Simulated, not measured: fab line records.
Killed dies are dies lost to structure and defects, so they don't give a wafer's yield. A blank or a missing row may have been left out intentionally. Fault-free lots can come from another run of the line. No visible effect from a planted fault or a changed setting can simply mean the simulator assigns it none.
Which tool is to blame? / flow gf180mcu / 6 lots, 18 wafers sampled, at 4 steps of a route of 602

WHAT THE GAUGES READ, wafer by wafer
GF_V5_THK_MEAS_25: measures by xrf.
lot=L704; measured=day 27 17:10; on=filmMetro-02; V5_W_THK (nm)=367 351 363
lot=L707; measured=day 28 21:04; on=filmMetro-03; V5_W_THK (nm)=364 369 366
lot=L713; measured=day 30 12:19; on=filmMetro-02; V5_W_THK (nm)=355 362 359
lot=L715; measured=day 31 01:56; on=filmMetro-02; V5_W_THK (nm)=363 364 361
lot=L722; measured=day 33 02:06; on=filmMetro-02; V5_W_THK (nm)=356 354 356
lot=L724; measured=day 33 14:20; on=filmMetro-04; V5_W_THK (nm)=349 356 354

WHICH TOOL RAN EACH LOT (tool, then ch and the chambers of the sampled wafers, then the start)
lot=L704; GF_HV_LDD_STRIP_37=plasmaAsher-03 ch 0,1, day 12 04:37; GF_M4_STRIP_17=plasmaAsher-02 ch 0,1, day 23 23:27; GF_V4_SPUTTER_22=pvdSputter-03, day 24 22:50
lot=L707; GF_HV_LDD_STRIP_37=plasmaAsher-03 ch 0,1, day 13 06:07; GF_M4_STRIP_17=plasmaAsher-02 ch 0,1, day 25 05:50; GF_V4_SPUTTER_22=pvdSputter-02, day 26 04:47
lot=L713; GF_HV_LDD_STRIP_37=plasmaAsher-03 ch 0,1, day 15 02:44; GF_M4_STRIP_17=plasmaAsher-01 ch 0,1, day 27 01:05; GF_V4_SPUTTER_22=pvdSputter-02, day 27 23:31
lot=L715; GF_HV_LDD_STRIP_37=plasmaAsher-04 ch 0,1, day 15 19:58; GF_M4_STRIP_17=plasmaAsher-02 ch 0,1, day 27 17:26; GF_V4_SPUTTER_22=pvdSputter-04, day 28 14:54
lot=L722; GF_HV_LDD_STRIP_37=plasmaAsher-01 ch 0,1, day 18 10:38; GF_M4_STRIP_17=plasmaAsher-02 ch 0,1, day 30 00:02; GF_V4_SPUTTER_22=pvdSputter-02, day 30 20:36
lot=L724; GF_HV_LDD_STRIP_37=plasmaAsher-04 ch 0,1, day 19 02:59; GF_M4_STRIP_17=plasmaAsher-02 ch 1, day 30 14:14; GF_V4_SPUTTER_22=pvdSputter-04, day 31 10:10
- GF_HV_LDD_STRIP_37: strips in O2/N2.
- GF_M4_STRIP_17: strips in O2/N2.
- GF_V4_SPUTTER_22: material TiN, target thk 10 nm, time 40 s.

THE ANSWER, worked out from the rows above alone
Rule: the lots themselves supply what counts as usual. Put in order of their means at a reading, lots are off if they are a third of the lots or fewer, leave a main group of 4 or more, and stand apart from it by a gap of 3 or more times the standard deviation of the main group's means; of several such gaps the widest counts. A main group whose means are all the same, to the digits that the tables above print for the reading, isn't used. A lot without any number at a reading at which 4 lots or more have one is off too. Where the step has rows for the other lots, those lots are counted as sound.
Nothing can be told from this: no lot is off at any reading shown.

WHAT THE SIMULATOR HAD INSERTED
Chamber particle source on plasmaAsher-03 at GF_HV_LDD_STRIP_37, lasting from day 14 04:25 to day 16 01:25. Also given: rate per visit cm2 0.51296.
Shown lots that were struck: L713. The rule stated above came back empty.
